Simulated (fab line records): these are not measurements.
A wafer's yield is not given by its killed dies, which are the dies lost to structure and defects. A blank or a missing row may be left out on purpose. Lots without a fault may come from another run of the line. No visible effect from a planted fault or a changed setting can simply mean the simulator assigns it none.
The same fault as seen by 2 desks || flow gf180mcu || each desk has only its own numbers; what lay behind them comes last

== THE METROLOGY DESK ==
Lot by lot, what the gauges showed, no matter which tool ran the lot: averages of those sampled wafers that carry a number. Marked OUT: a lot whose mean sits more than 4 standard deviations from the usual mean, which makes it out of limits; the brackets give that distance.
Columns: A = cd_nm at GF_STI_CD_MEAS_12, usual 219.8 nm; B = cd_nm at GF_SAB_CD_MEAS_09, usual 419.4 nm; C = V2_OVL at GF_V2_OVL_MEAS_15, usual 3 nm
{"lot": "L770", "first seen here": "day 2 06:23", "A": 219.7, "B": 414.4, "C": 1}
{"lot": "L771", "first seen here": "day 2 11:24", "A": 220.4, "B": 420.1, "C": 3}
{"lot": "L772", "first seen here": "day 2 17:01", "A": 218.6, "B": 414.5, "C": 1}
{"lot": "L773", "first seen here": "day 2 21:51", "A": 220.5, "B": 416.4, "C": -1}
{"lot": "L776", "first seen here": "day 3 13:25", "A": 218.9, "B": 417.5, "C": 8}
{"lot": "L777", "first seen here": "day 3 20:19", "A": 222.0, "B": 417.4, "C": 2}
{"lot": "L782", "first seen here": "day 4 19:59", "A": 219.2, "B": "494.0 (+29) OUT", "C": -1}
{"lot": "L783", "first seen here": "day 5 01:28", "A": 220.7, "B": "496.2 (+30) OUT", "C": -5}
{"lot": "L786", "first seen here": "day 5 17:01", "A": 220.2, "B": 419.1, "C": -2}
{"lot": "L788", "first seen here": "day 6 02:58", "A": 220.3, "B": 416.4, "C": 3}
{"lot": "L789", "first seen here": "day 6 08:16", "A": 220.2, "B": 423.9, "C": 4}
{"lot": "L790", "first seen here": "day 6 13:07", "A": 218.9, "B": 420.0, "C": 6}
{"lot": "L791", "first seen here": "day 6 18:53", "A": 219.7, "B": 419.8, "C": 0}
This desk finds L782, L783 out of limits, L782 being first, at day 20 01:20 (cd_nm at GF_SAB_CD_MEAS_09). L770, L771, L772, L773, L776, L777, L786, L788, L789, L790, L791 stayed within limits.

== FOR THE TOOL OWNER'S DESK: iline_stepper-01 ==
The tool's own readings at GF_SAB_EXPOSE_06 (exposes mask SAB, target cd 420 nm): means of the sampled wafers that have a number, for each lot that ran on this tool. Marked OUT: a lot whose mean sits more than 4 standard deviations from the usual mean, which makes it out of limits; the brackets give that distance.
Columns: A = exposure_dose_mJ_cm2 at GF_SAB_EXPOSE_06, usual 139.92
{"lot": "L770", "first seen here": "day 14 20:12", "A": 140.01}
{"lot": "L777", "first seen here": "day 17 16:16", "A": 140.07}
{"lot": "L782", "first seen here": "day 19 13:41", "A": "107.66 (-99 or more) OUT"}
{"lot": "L783", "first seen here": "day 19 17:07", "A": "107.35 (-99 or more) OUT"}
This desk finds L782, L783 out of limits, L782 being first, at day 19 13:41 (exposure_dose_mJ_cm2 at GF_SAB_EXPOSE_06). L770, L777 stayed within limits.

== TAKEN TOGETHER ==
On L782, L783, at day 19 13:41, an alarm was possible from the tool owner's desk.
At day 20 01:20 the metrology desk could have sounded an alarm, on L782, L783.
All the named lots went through GF_SAB_EXPOSE_06 on iline_stepper-01.

== WHAT THE SIMULATOR HAD PUT IN ==
Drift in process parameters on iline_stepper-01 at GF_SAB_EXPOSE_06, starting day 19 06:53. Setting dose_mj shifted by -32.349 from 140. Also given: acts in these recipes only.
Struck lots among those shown: L782, L783.
Time in hours from fault onset to the first out-of-limits reading at each desk: tool owner's desk 7, metrology desk 18.
